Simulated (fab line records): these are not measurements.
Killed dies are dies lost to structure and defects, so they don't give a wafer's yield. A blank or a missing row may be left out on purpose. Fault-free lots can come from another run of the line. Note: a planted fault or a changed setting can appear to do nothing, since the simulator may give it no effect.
A lot that was struck, set against a sound lot / flow sky130 / 31 steps out of a route of 708
Sound: these wafers, L211.1, L211.2, L211.5. Wafers struck: L226.1, L226.4, L226.6. The cause is named last.
Each step with rows lists, per side, the tool, then ch with its chambers, then its first start. Under that, the readings that differ: sound wafers / struck wafers / difference of the means / sigmas: that difference in standard deviations of wafers without a fault.
alike: readings whose means differ by less than 2 such deviations, and words and numbers that are the same on both sides. not compared: withheld readings, readings that some wafer has no value for, bounds like >300 that may hide the same value, and numbers for which the record gives no deviation and whose values overlap.
A row with sigmas, a row that says differs or no value, or rows on one side alone: a step with any of these is where the two part. Numbers that have no deviation but don't overlap get no sigmas and don't part them. A reading that every wafer of one side lacks parts them only if that side has two wafers or more.

first, 9 steps without rows for these wafers: SKY_RES_XHIGH_IMPLANT_07; SKY_RES_XHIGH_STRIP_08 (strips in O2/N2); SKY_SD_N_DEHYDRATE_00 (time 60 s); SKY_SD_N_HMDS_01 (prime time 60 s); SKY_SD_N_COAT_02 (resist thk 1140 nm); SKY_SD_N_SOFTBAKE_03 (time 60 s); SKY_SD_N_EXPOSE_04 (exposes mask NSDM, target cd 380 nm); SKY_SD_N_PEB_05; SKY_SD_N_DEVELOP_06 (develop time 60 s).
SKY_SD_N_IMPLANT_09:
  sound on implanter-01 ch 0, day 29 20:02; struck on implanter-04 ch 0, day 34 18:11
  alike: beam_on_s
then, 20 steps without rows for these wafers: SKY_SD_N_IMPLANT_10; SKY_SD_N_STRIP_11 (strips in O2/N2); SKY_SD_N_CLEAN_13 (cleans in SC1/SC2, time 150 s); SKY_SD_N_RTA_14 (time 2 s); SKY_SALICIDE_CLEAN_00 (cleans in HF-last, time 30 s); SKY_LI_CONTACT_HDPCVD_00 (deposits PSG, target thk 930 nm, time 155 s); SKY_LI_CONTACT_CMP_02 (polishes PSG); SKY_LI_CONTACT_DEHYDRATE_04 (time 60 s); SKY_LI_CONTACT_HMDS_05 (prime time 60 s); SKY_LI_CONTACT_COAT_06 (resist thk 60 nm); SKY_LI_CONTACT_COAT_07 (resist thk 450 nm); SKY_LI_CONTACT_SOFTBAKE_08 (time 90 s); SKY_LI_CONTACT_EXPOSE_09 (exposes mask LICM1, target cd 170 nm); SKY_LI_CONTACT_PEB_10; SKY_LI_CONTACT_DEVELOP_11 (develop time 60 s); SKY_LI_CONTACT_ETCH_14 (etches BARC in N2/H2, stops on SiO2, time 45.9 s, target depth 60 nm); SKY_LI_CONTACT_ETCH_15 (etches PSG in C4F8/O2/Ar, stops on Si, target depth 600 nm); SKY_LI_CONTACT_STRIP_16 (strips in O2/N2); SKY_LI_CONTACT_CLEAN_17 (cleans in NMP, time 600 s); SKY_LI_CONTACT_PRE_CLEAN_18 (time 5.6 s).
-- here the record skips 16 days between the struck wafers' starts before and after, leaving off in module LI_CONTACT and picking up in module PAD_OPEN (first step shown: number 708 of the route) --
SKY_PAD_OPEN_PROBE_99:
  struck on prober-02, day 50 13:53; sound on prober-01, day 47 07:31
reading=killed_open; sound=46 55 39; struck=63 55 65; difference=+14; sigmas=+2
reading=model.etest.nfet_16v.r_on_ohm_um; sound=1.411e+04 1.398e+04 1.406e+04; struck=1.466e+04 1.478e+04 1.472e+04; difference=+6.700e+02; sigmas=
reading=model.etest.nfet_g5v0d10v5.r_on_ohm_um; sound=1924 1903 1888; struck=2016 2005 2052; difference=+119; sigmas=
reading=model.etest.nfet_05v0_nvt.drive_ua_um; sound=561.3 569.5 565.3; struck=547.1 539.9 539.3; difference=-23.3; sigmas=
reading=model.etest.nfet_g5v0d10v5.drive_ua_um; sound=588.8 600.1 595.4; struck=578.3 568.7 571.9; difference=-21.8; sigmas=
  alike: killed_at_M0_to_M3, killed_at_M4_up, killed_at_contacts, killed_at_front_end, killed_at_other, killed_dies, killed_short
  not compared: model.etest.nfet_01v8.r_on_ohm_um, model.etest.sonos_uncharged.r_on_ohm_um, model.etest.nfet_01v8.drive_ua_um, model.etest.nfet_01v8_turned.drive_ua_um

== WHERE THEY PART ==
SKY_PAD_OPEN_PROBE_99 only, going by this record.

WHY: what the simulator had put in
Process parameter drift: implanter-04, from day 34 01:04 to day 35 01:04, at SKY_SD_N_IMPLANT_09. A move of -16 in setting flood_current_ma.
